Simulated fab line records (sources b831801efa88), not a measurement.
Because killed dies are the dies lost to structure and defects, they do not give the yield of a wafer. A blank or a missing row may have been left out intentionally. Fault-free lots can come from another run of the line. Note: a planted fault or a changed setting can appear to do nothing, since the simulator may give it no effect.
8D (eight disciplines) problem report, filled in by code | flow gf180mcu | the parts of the form that need people (team, actions taken, sign-off) are left out

## 1. WHAT WENT WRONG
Wafers without a fault read 99.99 W, standard deviation 0.28; biasW at GF_V3_ETCH_16 reads a mean of 110.73 W on 4 wafers belonging to 3 lots. That is +38 standard deviations from the usual mean.
The step: etches BARC in N2/H2.
First observed at day 28 14:16: wafer L416.4, on rieDiel-03. The record holds 39 wafers of 13 lots with a number at this step. Rule for "out", or "out of limits": more than 4 standard deviations from the usual mean. Any other wafer with a number is counted as sound.

## 2. WHAT THIS IS AND IS NOT
question                    | is                             | is not
which readings at this step | biasW                          | drypumpMotorCurrentA, oesProductAu, throttleValvePct
which lots                  | L416, L417, L419               | L397, L399, L400, L402, L403, L406, L408, L410, L411, L415
which wafers of those lots  | L416.4, L416.5, L417.1, L419.2 | L416.1, L417.3, L417.4, L419.1, L419.4
read on which tools         | rieDiel-03                     | rieDiel-01, rieDiel-02
when                        | from day 28 14:16              | up to then (31 sound wafers); but 4 sound wafers of L417, L419 came after

## 3. THE SUSPECTS, EACH WITH WHAT RULES IT OUT
Counting: a tool at a process step up to the reading stays a suspect if it ran every lot that is out. Sound lots after the first of them don't rule it out here, since some wafers of a struck lot are sound.
- rieDiel-03 at GF_V3_ETCH_16 (etches BARC in N2/H2): kept. It ran every lot that is out, first L416 (day 28 14:16); its last sound lot up to then is L415 (day 28 11:12). On those wafers its own readings are out: biasW.
- At GF_V3_ETCH_16, inside rieDiel-03: chamber 0 took the wafers that are out, while their sound lot-mates went through chambers 1, 2, 3.
Left after counting: rieDiel-03 at GF_V3_ETCH_16.

## 4. THE CAUSE (what the simulator had put in)
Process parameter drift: rieDiel-03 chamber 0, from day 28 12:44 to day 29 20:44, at GF_V3_ETCH_16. The setting biasW was moved by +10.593, starting from 100. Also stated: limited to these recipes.
The count eliminated every tool but this one.

## 5. THE EFFECT CHAIN, in route order
Rows list readings where the struck wafers' mean (over those with a number) sits beyond 3 standard deviations from the usual. Only readings for which the record gives a usual standard deviation are gone through. hours: the time from each lot's start at the first step in this table that gives one to its start at this step, as a median over the lots. sigmas: the change in usual standard deviations.
hours | step          | reading | usual   | on struck wafers | change | sigmas
0     | GF_V3_ETCH_16 | biasW   | 99.99 W | 110.73           | +10.74 | +38
It contains these process steps:
- GF_V3_ETCH_16: etches BARC in N2/H2.

## 6. HOW IT WOULD HAVE BEEN CAUGHT EARLIER
First out-of-limits reading in this record: day 28 14:16, which is 2 hours after fault onset at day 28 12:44.
